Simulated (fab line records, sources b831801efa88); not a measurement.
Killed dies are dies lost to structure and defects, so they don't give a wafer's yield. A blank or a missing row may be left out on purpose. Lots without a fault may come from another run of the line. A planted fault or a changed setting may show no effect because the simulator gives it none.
A struck lot beside a sound one | flow gf180mcu | 18 steps out of a route of 602
Sound: wafers L597.2, L597.3, L597.4. Struck: wafer L609.1. (L609.2, L609.5 of the same lot were not struck and are left out.) The cause comes at the end.
At each step with rows: each side's tool, then ch and its chambers, then its first start. Under that, the readings that differ: sound wafers | struck wafers | difference of the means | sigmas: that difference in standard deviations of wafers without a fault.
alike: readings whose means differ by less than 2 such deviations, and words and numbers that are the same on both sides. not compared: withheld readings, readings that some wafer has no value for, bounds like >300 that may hide the same value, and numbers for which the record gives no deviation and whose values overlap.
The two part at a step that has a row with sigmas, a row that says differs or no value, or rows on one side only. Numbers that don't overlap but have no deviation are shown without sigmas and don't part them. A reading that every wafer of one side lacks parts them only if that side has two wafers or more.

first, 3 steps without rows for these wafers: GF_V3_EXPOSE_11 (exposes mask Via3, target cd 260 nm); GF_V3_PEB_12 (peb time 90 s); GF_V3_DEVELOP_13 (develop time 60 s).
GF_V3_CD_MEAS_14: target cd 260 nm.
  sound on cd_sem-02, day 24 22:40; struck on cd_sem-02, day 28 15:06
  reading    | sound             | struck | difference | sigmas
  cd_nm (nm) | 262.7 262.3 261.1 | 259.6  | -2.4       | -2
GF_V3_OVL_MEAS_15:
  sound on overlay-01, day 24 22:47; struck on overlay-01, day 28 15:13
  alike: V3_OVL
GF_V3_ETCH_16: etches BARC in N2/H2.
  sound on rie_diel-01 ch 0,1,2, day 24 22:49; struck on rie_diel-03 ch 3, day 28 15:16
  alike: drypump_motor_current_A, oes_product_au, throttle_valve_pct
GF_V3_ETCH_17: etches SiO2 in C4F8/O2/Ar, stops on TiN, target depth 635 nm.
  sound on rie_diel-01 ch 0,1,2; struck on rie_diel-03 ch 3
  alike: oes_product_au
GF_V3_STRIP_18: strips in O2/N2.
  sound on plasma_asher-04 ch 0,1, day 24 22:56; struck on plasma_asher-01 ch 0, day 28 15:23
  reading            | sound       | struck | difference | sigmas
  heater_power_w (W) | 358 363 328 | 289    | -61        | -3
  alike: drypump_motor_current_A, oes_product_au
  not compared: rf_hours_counter_h
then, 2 steps without rows for these wafers: GF_V3_STRIP_19 (strips in post etch residue remover, time 1200 s); GF_V3_CLEAN_20 (cleans in DIW).
GF_V3_SPUTTER_21: material Ti, target thk 15 nm, time 80.02 s.
  sound on pvd_sputter-04, day 24 23:28; struck on pvd_sputter-04, day 28 15:55
  alike: cathode_dc_power_W, throttle_valve_pct
then, 1 step without rows for these wafers: GF_V3_SPUTTER_22 (material TiN, target thk 10 nm, time 40 s).
GF_V3_CVD_23: deposits W, target thk 350 nm, time 104.9 s.
  sound on cvd_w-01 ch 0,1, day 24 23:34; struck on cvd_w-02 ch 0, day 28 16:01
  reading                          | sound             | struck | difference | sigmas
  heater_power_w (W)               | 894 914 859       | 801    | -88        | -2
  model.W_of_V3_CVD_23.thk_nm (nm) | 349.1 351.7 343.4 | 467.1  | +119.0     |
GF_V3_RS_MEAS_24: measures by four-point-probe.
  sound on film_metro-01, day 24 23:42; struck on film_metro-01, day 28 16:15
  reading          | sound             | struck | difference | sigmas
  V3_W_RS (ohm/sq) | 0.329 0.325 0.333 | 0.244  | -0.085     | -27
GF_V3_THK_MEAS_25: measures by xrf.
  sound on film_metro-01, day 24 23:49; struck on film_metro-01, day 28 16:22
  reading       | sound       | struck | difference | sigmas
  V3_W_THK (nm) | 350 352 345 | 468    | +119       | +29
GF_V3_CMP_26: polishes, stops on SiO2, t overpolish 15 s, target thk 0 nm.
  sound on cmp-01 ch 1,2,3, day 25 00:00; struck on cmp-01 ch 3, day 28 16:29
  reading                | sound    | struck | difference | sigmas
  time_to_endpoint_s (s) | 87 84 84 | 112    | +27        | +8
  alike: head_pressure_psi, motor_current_A
GF_M4_SPUTTER_00: material Ti, target thk 37.5 nm, time 150 s.
  sound on pvd_sputter-04, day 25 00:18; struck on pvd_sputter-02, day 28 16:44
  alike: cathode_dc_power_W, throttle_valve_pct
GF_PASSIVATION_PROBE_99:
  the record has rows for the sound wafers here (prober-01, day 31 03:42) and none for the struck ones

WHERE THEY PART
First at GF_V3_CD_MEAS_14; last, within this record, at GF_PASSIVATION_PROBE_99.

WHY: what the simulator had put in
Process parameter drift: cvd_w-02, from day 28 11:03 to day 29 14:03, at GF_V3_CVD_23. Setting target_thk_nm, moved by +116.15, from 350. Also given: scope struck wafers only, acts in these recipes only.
